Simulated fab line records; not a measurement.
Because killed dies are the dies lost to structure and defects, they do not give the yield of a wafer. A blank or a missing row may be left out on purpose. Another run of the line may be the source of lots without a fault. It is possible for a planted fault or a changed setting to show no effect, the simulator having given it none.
fab line records | flow sky130
record: lots: 13 wafers: 39 lastDay: 50
route steps=708 shown VT_ADJUST_HVTP@96 VT_ADJUST_LVTN@118 VT_ADJUST_NCORE@130 VT_ADJUST_PCH@149 PAD_OPEN@708
lots that met no fault: from a run of the same line without faults
startH: start of the lot's first displayed wafer, in hours after the record's first day | waitH: hours elapsed since this lot's preceding step | " same as the row above | L1.1+2: one row covering several wafers at once | - either no value or no given start | * or withheld: withheld | < > ~ a bound
route shown NAME@n: names a module that has steps shown in the file, with the first one's number in the route | usual: the fault-free wafers' mean and standard deviation | same: alike in all rows | chamber/n: place in a boat | sites: per-site readings | _std_site: the standard deviation of these | _edge_site: the outer-site mean with the inner-site mean subtracted | radiusMm: how far each site lies from the wafer's centre | mask NAME#n: copy n | behind: the tool/chamber that last shaped the wafer | hold: cause of the lot's hold/its duration in hours/its outcome | device: names the non-switching transistor (n, p or np) | end of line: the tests these same wafers got at the end of their route | a step with no rows: only its recipe | killed: not the wafer's yield, but the dies lost to structure and defects at the first sort | map: a wafer's dies, x killed, . not, _ none there
set.NAME: setting as actually run; set.NAME@STEP: the setting as run at that earlier step | model.NAME: the simulator's own value behind a step, which no gauge read
route steps across a sampled set of lots; one table per step, one row per wafer
== steps ==
step: SKY_VT_ADJUST_HVTP_TW_MEAS_11
usual: VT_ADJUST_HVTP_TW: 1355/12
columns lot.wafer tool chamber startH waitH VT_ADJUST_HVTP_TW
L471.1 filmMetro-01 - 135.04 0.1 1370
L471.5 " - " " 1375
L471.6 " - " " 1373
L472.1 filmMetro-01 - 144.91 0.1 1368
L472.3 " - " " 1369
L472.5 " - " " 1367
L473.2 filmMetro-04 - 147.70 0.1 1347
L473.4 " - " " 1344
L473.5 " - " " 1346
L476.2 filmMetro-01 - 167.09 0.1 1367
L476.3 " - " " 1364
L476.4 " - " " 1365
L478.1 filmMetro-04 - 180.40 0.1 1341
L478.2 " - " " 1343
L478.3 " - " " 1343
L479.2 filmMetro-01 - 184.66 0.1 1369
L479.3 " - " " 1366
L479.6 " - " " 1367
L482.1 filmMetro-03 - 202.79 0.1 1356
L482.3 " - " " 1354
L482.6 " - " " 1348
L486.1 filmMetro-01 - 232.33 0.1 1372
L486.4 " - " " 1366
L486.6 " - " " 1367
L487.1 filmMetro-04 - 233.23 0.1 1341
L487.5 " - " " 1344
L487.6 " - " " 1342
L489.1 filmMetro-01 - 252.28 0.1 1371
L489.3 " - " " 1369
L489.4 " - " " 1371
L490.4 filmMetro-04 - 258.43 0.1 1346
L490.5 " - " " 1343
L490.6 " - " " 1344
L491.1 filmMetro-04 - 262.61 0.1 1343
L491.4 " - " " 1340
L491.6 " - " " 1352
L492.1 filmMetro-04 - 272.19 0.1 1338
L492.4 " - " " 1334
L492.6 " - " " 1337
step: SKY_VT_ADJUST_LVTN_TW_MEAS_21
usual: VT_ADJUST_LVTN_2_TW: 188.1/1.4
columns lot.wafer tool chamber startH waitH VT_ADJUST_LVTN_2_TW
L471.1 filmMetro-03 - 173.51 0.1 188.4
L471.5 " - " " 190.3
L471.6 " - " " 189.4
L472.1 filmMetro-02 - 183.66 0.1 188.6
L472.3 " - " " 189.1
L472.5 " - " " 189.5
L473.2 filmMetro-04 - 187.42 0.1 186.4
L473.4 " - " " 186.8
L473.5 " - " " 186.3
L476.2 filmMetro-02 - 206.32 0.1 189.7
L476.3 " - " " 189.6
L476.4 " - " " 189.9
L478.1 filmMetro-04 - 223.45 0.1 185.3
L478.2 " - " " 187.0
L478.3 " - " " 186.1
L479.2 filmMetro-03 - 227.96 0.1 189.4
L479.3 " - " " 190.3
L479.6 " - " " 190.2
L482.1 filmMetro-02 - 247.96 0.1 188.1
L482.3 " - " " 188.5
L482.6 " - " " 188.2
L486.1 filmMetro-03 - 280.50 0.1 188.8
L486.4 " - " " 189.1
L486.6 " - " " 189.8
L487.1 filmMetro-02 - 282.52 0.1 188.8
L487.5 " - " " 188.9
L487.6 " - " " 189.9
L489.1 filmMetro-04 - 301.60 0.1 186.7
L489.3 " - " " 186.3
L489.4 " - " " 186.8
L490.4 filmMetro-04 - 307.98 0.1 186.8
L490.5 " - " " 186.0
L490.6 " - " " 184.9
L491.1 filmMetro-04 - 312.60 0.1 187.1
L491.4 " - " " 187.4
L491.6 " - " " 187.1
L492.1 filmMetro-04 - 322.70 0.1 186.8
L492.4 " - " " 186.8
L492.6 " - " " 186.8
step: SKY_VT_ADJUST_NCORE_TW_MEAS_11
usual: VT_ADJUST_NCORE_TW: 219.4/1.5
columns lot.wafer tool chamber startH waitH VT_ADJUST_NCORE_TW
L471.1 filmMetro-04 - 193.25 0.1 217.2
L471.5 " - " " 217.9
L471.6 " - " " 216.1
L472.1 filmMetro-01 - 203.97 0.1 222.7
L472.3 " - " " 221.6
L472.5 " - " " 222.2
L473.2 filmMetro-01 - 208.31 0.1 221.7
L473.4 " - " " 220.7
L473.5 " - " " 220.8
L476.2 filmMetro-04 - 229.19 0.1 217.2
L476.3 " - " " 216.7
L476.4 " - " " 218.9
L478.1 filmMetro-02 - 246.80 0.1 219.4
L478.2 " - " " 219.6
L478.3 " - " " 219.6
L479.2 filmMetro-02 - 250.61 0.1 219.0
L479.3 " - " " 220.2
L479.6 " - " " 219.5
L482.1 filmMetro-04 - 271.05 0.1 216.6
L482.3 " - " " 216.5
L482.6 " - " " 217.0
L486.1 filmMetro-01 - 304.92 0.1 219.2
L486.4 " - " " 219.7
L486.6 " - " " 219.6
L487.1 filmMetro-01 - 307.07 0.1 220.3
L487.5 " - " " 219.9
L487.6 " - " " 219.1
L489.1 filmMetro-01 - 328.03 0.1 220.1
L489.3 " - " " 221.3
L489.4 " - " " 220.0
L490.4 filmMetro-01 - 334.23 0.1 221.7
L490.5 " - " " 220.1
L490.6 " - " " 221.1
L491.1 filmMetro-04 - 338.90 0.1 216.8
L491.4 " - " " 218.0
L491.6 " - " " 216.9
L492.1 filmMetro-02 - 349.18 0.1 219.4
L492.4 " - " " 218.7
L492.6 " - " " 220.2
step: SKY_VT_ADJUST_PCH_DEVELOP_06
recipe: wallAngleDeg: 90 developer: TMAH developTimeS: 60 devTempC: 23
usual: chillPlateTempC: 22.99/0.1
columns lot.wafer tool chamber startH waitH chillPlateTempC
L471.1 lithoTrack-01 0 237 - 22.94
L471.5 " 0 " " 22.98
L471.6 " 0 " " 22.99
L472.1 lithoTrack-03 0 249 - 22.93
L472.3 " 0 " " 22.98
L472.5 " 0 " " 22.83
L473.2 lithoTrack-04 0 253 - 22.97
L473.4 " 0 " " 23.00
L473.5 " 0 " " 22.95
L476.2 lithoTrack-01 0 275 - 22.92
L476.3 " 0 " " 22.99
L476.4 " 0 " " 22.93
L478.1 lithoTrack-03 0 294 - 23.05
L478.2 " 0 " " 22.96
L478.3 " 0 " " 22.94
L479.2 lithoTrack-03 0 299 - 22.93
L479.3 " 0 " " 22.83
L479.6 " 0 " " 22.87
L482.1 lithoTrack-03 0 321 - 23.02
L482.3 " 0 " " 22.87
L482.6 " 0 " " 22.90
L486.1 lithoTrack-01 0 357 - 23.08
L486.4 " 0 " " 23.05
L486.6 " 0 " " 23.12
L487.1 lithoTrack-04 0 360 - 23.18
L487.5 " 0 " " 23.09
L487.6 " 0 " " 23.11
L489.1 lithoTrack-01 0 381 - 22.99
L489.3 " 0 382 - 22.97
L489.4 " 0 " " 23.13
L490.4 lithoTrack-04 0 389 - 22.94
L490.5 " 0 " " 22.89
L490.6 " 0 " " 22.99
L491.1 lithoTrack-03 0 394 - 22.79
L491.4 " 0 395 - 23.02
L491.6 " 0 " " 22.94
L492.1 lithoTrack-01 0 405 - 23.11
L492.4 " 0 " " 23.02
L492.6 " 0 " " 23.07
step: SKY_VT_ADJUST_PCH_OVL_MEAS_07
usual: VT_ADJUST_PCH_OVL: 0.1/1.2
columns lot.wafer tool chamber startH waitH VT_ADJUST_PCH_OVL[nm]
L471.1 overlay-01 - 237.72 - 1.1
L471.5 " - " " -1.3
L471.6 " - " " -1.2
L472.1 overlay-02 - 249.83 - 2.0
L472.3 " - " " -1.3
L472.5 " - " " 1.3
L473.2 overlay-02 - 253.75 - -0.4
L473.4 " - " " -1.1
L473.5 " - " " -0.2
L476.2 overlay-02 - 275.53 - 0.8
L476.3 " - " " 0.0
L476.4 " - " " 0.1
L478.1 overlay-02 - 294.98 - -
L478.2 " - " " -
L478.3 " - " " -
L479.2 overlay-02 - 299.34 - -
L479.3 " - " " -
L479.6 " - " " -
L482.1 overlay-01 - 321.23 - -
L482.3 " - " " -
L482.6 " - " " -
L486.1 overlay-01 - 357.92 - -0.9
L486.4 " - " " -0.6
L486.6 " - " " 0.8
L487.1 overlay-01 - 360.55 - -1.0
L487.5 " - " " -1.2
L487.6 " - " " 0.2
L489.1 overlay-02 - 382.12 - 0.5
L489.3 " - " " 1.9
L489.4 " - " " 1.1
L490.4 overlay-02 - 389.56 - -0.4
L490.5 " - " " 1.7
L490.6 " - " " 0.1
L491.1 overlay-01 - 395.13 - 1.3
L491.4 " - " " 1.0
L491.6 " - " " 0.4
L492.1 overlay-01 - 405.57 - -1.2
L492.4 " - " " -0.8
L492.6 " - " " -2.2
step: SKY_PAD_OPEN_PROBE_99
usual: killed_at_M0_to_M3: 42/7.3 killed_at_M4_up: 3.2/1.8 killedAtContacts: 25/5.2 killedAtFrontEnd: 15/4.6 killedAtOther: 0.3/0.62 killedDies: 85/9.9 killedOnRim: 17/3.9 killedOpen: 46/7.1 killedShort: 38/5.7
same: grossDies: 492 killedAtBackSide: 0
columns lot.wafer tool chamber startH waitH hold killed_at_M0_to_M3 killed_at_M4_up killedAtContacts killedAtFrontEnd killedAtOther killedDies killedOnRim killedOpen killedShort
L471.1 prober-01 - 1083.82 0.1 - 48 4 31 11 0 94 15 50 44
L471.5 prober-01 - 1084.02 0.2 - 58 2 26 18 0 104 21 59 45
L471.6 prober-01 - 1084.07 0.2 - 53 2 25 20 0 100 21 56 44
L478.1 prober-01 - 1132.22 0.1 awaitDispo/2.5h/scrap 44 6 28 414 0 492 96 56 43
L478.2 prober-01 - 1132.27 0.1 awaitDispo/2.5h/scrap 43 4 29 416 0 492 96 47 43
L478.3 prober-01 - 1132.32 0.2 awaitDispo/2.5h/scrap 42 3 29 418 0 492 96 34 49
L479.2 prober-02 - 1133.51 0.1 awaitDispo/3.5h/scrap 46 3 27 416 0 492 96 42 41
L479.3 prober-02 - 1133.56 0.2 awaitDispo/3.5h/scrap 54 5 24 408 1 492 96 48 45
L479.6 prober-02 - 1133.71 0.2 awaitDispo/3.5h/scrap 50 4 20 418 0 492 96 55 28
L482.1 prober-01 - 1151.71 0.1 awaitDispo/4.2h/scrap 37 4 13 438 0 492 96 34 31
L482.3 prober-01 - 1151.81 0.2 awaitDispo/4.2h/scrap 41 3 21 427 0 492 96 43 34
L482.6 prober-01 - 1151.96 0.2 awaitDispo/4.2h/scrap 33 0 18 441 0 492 96 36 29
L486.1 prober-01 - 1173.78 0.1 - 36 3 28 21 0 88 18 50 38
L486.4 prober-01 - 1173.93 0.2 - 50 7 25 11 0 93 22 51 42
L486.6 prober-01 - 1174.03 0.2 - 42 7 30 13 0 92 21 46 46
L487.1 prober-02 - 1177.07 0.1 - 32 0 28 18 0 78 15 45 33
L487.5 prober-02 - 1177.27 0.2 - 36 2 19 19 0 76 18 37 39
L487.6 prober-02 - 1177.32 0.2 - 44 2 15 11 0 72 18 41 31
killed by level:class
L471.1 VIA1:geometricParticle:open=15 CONTACT:geometricParticle:open=9 CONTACT:geometricParticle:short=8 VIA2:geometricParticle:open=6 VIA3:geometricParticle:open=6 LI_CONTACT:geometricParticle:open=5 FIELD_ISO:geometricParticle:short=4 LI_CONTACT:geometricParticle:short=4
L471.5 VIA1:geometricParticle:open=16 VIA3:geometricParticle:open=9 VIA1:geometricParticle:short=8 CONTACT:geometricParticle:open=7 CONTACT:geometricParticle:short=7 LI_CONTACT:geometricParticle:open=6 METAL2:geometricParticle:open=6 POLY_GATE:geometricParticle:open=5
L471.6 CONTACT:geometricParticle:open=13 VIA1:geometricParticle:open=12 POLY_GATE:geometricParticle:open=7 VIA2:geometricParticle:open=7 CONTACT:geometricParticle:short=7 METAL1:geometricParticle:short=6 VIA3:geometricParticle:short=6 VIA1:geometricParticle:short=6
L478.1 VT_ADJUST_PCH:areaDevelop=393 VIA1:geometricParticle:open=13 CONTACT:geometricParticle:open=9 METAL1:geometricParticle:short=8 FIELD_ISO:geometricParticle:open=6 LI_CONTACT:geometricParticle:open=6 VIA2:geometricParticle:open=6 POLY_GATE:geometricParticle:short=5
L478.2 VT_ADJUST_PCH:areaDevelop=402 LI_CONTACT:geometricParticle:open=9 CONTACT:geometricParticle:open=9 VIA2:geometricParticle:open=8 VIA2:geometricParticle:short=7 VIA3:geometricParticle:open=7 VIA1:geometricParticle:short=6 POLY_GATE:geometricParticle:open=6
L478.3 VT_ADJUST_PCH:areaDevelop=409 VIA1:geometricParticle:open=11 CONTACT:geometricParticle:open=10 LOCAL_INTERCONNECT:geometricParticle:short=8 METAL2:geometricParticle:short=8 CONTACT:geometricParticle:short=7 METAL1:geometricParticle:short=6 VIA1:geometricParticle:short=5
L479.2 VT_ADJUST_PCH:areaDevelop=409 CONTACT:geometricParticle:open=14 VIA1:geometricParticle:open=9 VIA1:geometricParticle:short=7 METAL1:geometricParticle:short=6 LI_CONTACT:geometricParticle:open=5 LOCAL_INTERCONNECT:geometricParticle:short=5 VIA3:geometricParticle:open=5
L479.3 VT_ADJUST_PCH:areaDevelop=399 VIA1:geometricParticle:open=15 METAL1:geometricParticle:short=9 LI_CONTACT:geometricParticle:open=7 LI_CONTACT:geometricParticle:short=6 CONTACT:geometricParticle:open=5 VIA1:geometricParticle:short=5 VIA3:geometricParticle:short=4
L479.6 VT_ADJUST_PCH:areaDevelop=409 VIA1:geometricParticle:open=19 CONTACT:geometricParticle:open=7 VIA3:geometricParticle:open=7 POLY_GATE:geometricParticle:open=5 VIA2:geometricParticle:open=5 LI_CONTACT:geometricParticle:open=4 LOCAL_INTERCONNECT:geometricParticle:short=3
L482.1 VT_ADJUST_PCH:areaDevelop=427 VIA1:geometricParticle:open=8 VIA3:geometricParticle:open=6 VIA2:geometricParticle:open=6 FIELD_ISO:geometricParticle:open=5 CONTACT:geometricParticle:short=5 METAL2:geometricParticle:short=5 CONTACT:geometricParticle:open=3
L482.3 VT_ADJUST_PCH:areaDevelop=415 METAL1:geometricParticle:short=10 LI_CONTACT:geometricParticle:open=8 VIA1:geometricParticle:open=8 CONTACT:geometricParticle:open=7 VIA2:geometricParticle:open=5 VIA3:geometricParticle:open=5 FIELD_ISO:geometricParticle:open=4
L482.6 VT_ADJUST_PCH:areaDevelop=427 CONTACT:geometricParticle:open=6 VIA1:geometricParticle:open=6 VIA3:geometricParticle:open=4 LI_CONTACT:geometricParticle:open=4 LI_CONTACT:geometricParticle:short=4 METAL1:geometricParticle:short=4 METAL2:geometricParticle:short=4
L486.1 CONTACT:geometricParticle:open=11 LI_CONTACT:geometricParticle:open=7 VIA1:geometricParticle:open=7 POLY_GATE:geometricParticle:open=5 POLY_GATE:geometricParticle:short=5 CONTACT:geometricParticle:short=5 METAL2:geometricParticle:short=5 VIA3:geometricParticle:open=5
L486.4 VIA1:geometricParticle:open=12 CONTACT:geometricParticle:open=10 METAL1:geometricParticle:short=10 LI_CONTACT:geometricParticle:open=8 FIELD_ISO:geometricParticle:open=6 VIA3:geometricParticle:open=6 METAL4:geometricParticle:short=6 LOCAL_INTERCONNECT:geometricParticle:short=5
L486.6 LI_CONTACT:geometricParticle:open=9 CONTACT:geometricParticle:open=8 VIA1:geometricParticle:open=8 POLY_GATE:geometricParticle:open=6 LOCAL_INTERCONNECT:geometricParticle:short=6 METAL2:geometricParticle:short=6 VIA3:geometricParticle:open=6 METAL4:geometricParticle:short=5
L487.1 CONTACT:geometricParticle:open=11 VIA1:geometricParticle:open=9 LI_CONTACT:geometricParticle:short=6 POLY_GATE:geometricParticle:short=5 LI_CONTACT:geometricParticle:open=5 VIA3:geometricParticle:open=5 POLY_GATE:geometricParticle:open=4 METAL2:geometricParticle:short=4
L487.5 CONTACT:geometricParticle:open=7 METAL1:geometricParticle:short=7 METAL2:geometricParticle:short=7 VIA2:geometricParticle:open=7 FIELD_ISO:geometricParticle:short=5 POLY_GATE:geometricParticle:open=5 LI_CONTACT:geometricParticle:open=5 VIA1:geometricParticle:open=5
L487.6 VIA2:geometricParticle:open=9 METAL2:geometricParticle:short=7 VIA3:geometricParticle:open=6 CONTACT:geometricParticle:open=5 VIA1:geometricParticle:open=5 LI_CONTACT:geometricParticle:open=4 POLY_GATE:geometricParticle:open=3 LOCAL_INTERCONNECT:geometricParticle:short=3
== key ==
firstSign: step: SKY_VT_ADJUST_PCH_OVL_MEAS_07 reading: VT_ADJUST_PCH_OVL direction: missing
effect: step: SKY_PAD_OPEN_PROBE_99 reading: killedAtFrontEnd direction: up sigmas: 89 usual: 15 struck: 422
moreKillsBornAt: SKY_VT_ADJUST_PCH_DEVELOP_06@lithoTrack-03: 3690
metAt SKY_VT_ADJUST_PCH_DEVELOP_06
struckLots L478,L479,L482
testerLeftOut L478,L479,L482
notActingAt SKY_VT_ADJUST_HVTP_TW_MEAS_11,SKY_VT_ADJUST_LVTN_TW_MEAS_21,SKY_VT_ADJUST_NCORE_TW_MEAS_11
onsetBetween 249 294
fault: kind: processParameterDrift tool: lithoTrack-03 chamber: - onsetH: 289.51 steps: SKY_VT_ADJUST_PCH_DEVELOP_06 channel: developTimeS offset: * shape: step endH: 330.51 actsIn: * stated: *
testerLeftOut: of these lots the tester's yield and bins aren't shown, on N5 and GAA mostly nor the transistor test; their killed dies are dies lost to structure and defects alone, not to doping, threshold or leakage, so they don't give the yield
